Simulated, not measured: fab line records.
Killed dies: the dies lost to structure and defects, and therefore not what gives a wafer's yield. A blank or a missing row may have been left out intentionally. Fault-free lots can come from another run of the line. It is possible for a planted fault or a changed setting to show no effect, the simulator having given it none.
Chamber matching -- flow gf180mcu -- rie-diel-01 running GF_CONTACT_ETCH_17: 4 sister chambers
The step etches SiO2 in C4F8/O2/Ar, stops on CoSi2, target depth 860 nm. 8 wafers are shown with their chamber, then 7 later ones without.

WAFERS WITH THEIR CHAMBER
wafer,chamber,rf-fwd-power-W (W),oes-product-au (a.u.)
L920.4,2,1492,0.818
L931.5,1,1485,0.820
L931.6,3,1500,0.825
L932.3,0,1495,0.823
L932.5,0,1486,0.817
L932.6,1,1489,0.814
L934.1,3,1493,0.814
L934.3,2,1501,0.808

WAFERS WITH NO CHAMBER GIVEN
wafer,rf-fwd-power-W (W),oes-product-au (a.u.)
L934.6,1493,0.823
L936.1,1495,0.810
L936.2,1491,0.813
L936.4,1489,0.809
L937.1,1496,0.819
L937.3,1496,0.826
L937.6,1497,0.826

WHICH CHAMBER EACH WENT THROUGH
wafer,from the rows above,in truth
L934.6,can't be placed: 0 or 3 or 1 or 2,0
L936.1,can't be placed: 2 or 3 or 0 or 1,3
L936.2,can't be placed: 1 or 2 or 0 or 3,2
L936.4,can't be placed: 1 or 2 or 0 or 3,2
L937.1,can't be placed: 3 or 2 or 0 or 1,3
L937.3,can't be placed: 3 or 0 or 2 or 1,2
L937.6,can't be placed: 3 or 0 or 2 or 1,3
0 of 7 placed correctly. Cannot be placed on the basis of these rows: 7; the candidates contain the true chamber in 7. Number placed wrongly: 0.
How it was worked out, from the rows above alone: a wafer's distance from a chamber is the root of the sum, over the readings, of the square of ((its reading less the chamber's mean) divided by the reading's scatter). The wafer belongs to the nearest chamber; if the next one is less than 2 further off, it can't be placed. A chamber's mean is the mean of its shown wafers. How the scatter is found: for the shown wafers, subtract from each reading the mean of its chamber, square and add these, divide the total by (wafers less chambers), then take the root.
